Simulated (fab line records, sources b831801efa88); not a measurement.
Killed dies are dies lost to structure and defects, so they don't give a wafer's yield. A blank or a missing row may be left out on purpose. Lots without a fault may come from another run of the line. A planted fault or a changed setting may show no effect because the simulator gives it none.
Problem report in the 8D (eight disciplines) form, filled by code | flow sky130 | the parts of the form that need people (team, actions taken, sign-off) are left out

1. THE PROBLEM
cd_nm at SKY_SD_N_CD_MEAS_07 reads a mean of 348.9 nm on 6 wafers of 2 lots; wafers without a fault read 379.6 nm with a standard deviation of 2.4. That is -13 standard deviations from the usual mean.
The step: target cd 380 nm.
First seen on wafer L575.1, day 32 20:47, on cd_sem-02. The record holds 33 wafers of 11 lots with a number at this step. Rule for "out", or "out of limits": more than 4 standard deviations from the usual mean. The other wafers with a number count as sound.

2. WHAT IT IS AND WHAT IT IS NOT
question                    | is                     | is not
which readings at this step | cd_nm                  | -
which lots                  | L575, L577             | L560, L562, L563, L564, L565, L566, L567, L579, L582
which wafers of those lots  | all that have a number | -
read on which gauges        | cd_sem-01, cd_sem-02   | -
when                        | from day 32 20:47      | up to then (21 sound wafers); but 6 sound wafers of L579, L582 came after

3. SUSPECTS, AND WHAT RULES EACH OUT
Counting: a tool at a process step up to the reading stays a suspect if it ran every lot that is out and no sound lot after the first of them.
- the gauge at SKY_SD_N_CD_MEAS_07: ruled out. The wafers that are out were read on 2 gauges (cd_sem-01, cd_sem-02).
- iline_stepper-02 at SKY_SD_N_EXPOSE_04 (exposes mask NSDM, target cd 380 nm): kept. It ran every lot that is out, first L575 (day 32 08:00), and no sound lot after that; its last sound lot up to then is L566 (day 29 09:24). Its own readings are out on those wafers: exposure_dose_mJ_cm2.
Left after counting: iline_stepper-02 at SKY_SD_N_EXPOSE_04.

4. THE CAUSE (what the simulator had put in)
Process parameter drift: iline_stepper-02, from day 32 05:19 on, at SKY_SD_N_EXPOSE_04. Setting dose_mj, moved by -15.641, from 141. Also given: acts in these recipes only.
Counting left only this tool.

5. THE CHAIN OF EFFECTS, in route order
Each row: a reading whose mean over the struck wafers that have a number lies more than 3 standard deviations from the usual. Only readings for which the record gives a usual standard deviation are gone through. hours: the time from each lot's start at the first step in this table that gives one to its start at this step, as a median over the lots. sigmas: the change in usual standard deviations.
hours | step                | reading              | usual    | on struck wafers | change | sigmas
0     | SKY_SD_N_EXPOSE_04  | exposure_dose_mJ_cm2 | 141.00   | 126.76           | -14.24 | -99 or more
13    | SKY_SD_N_CD_MEAS_07 | cd_nm                | 379.6 nm | 348.9            | -30.7  | -13
The process steps in it:
- SKY_SD_N_EXPOSE_04: exposes mask NSDM, target cd 380 nm.
Later measuring or inspecting steps at which every struck wafer that the step has a row for has a number for every such reading, and none has moved that far: SKY_CONTACT_THK_MEAS_26.

6. WHAT WOULD HAVE CAUGHT IT SOONER
In this record the first reading out of limits at a measuring or inspecting step was taken at day 32 20:47, 15 hours after the fault began at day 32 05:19.
The tool's own readings at SKY_SD_N_EXPOSE_04 were out on every struck wafer that the step has a row for (exposure_dose_mJ_cm2): an alarm limit on them would have fired on the first of those.
Of the lots that are out (2), L577 began SKY_SD_N_EXPOSE_04 on iline_stepper-02 after day 32 20:47. A hold on the tool at that time would have spared it.
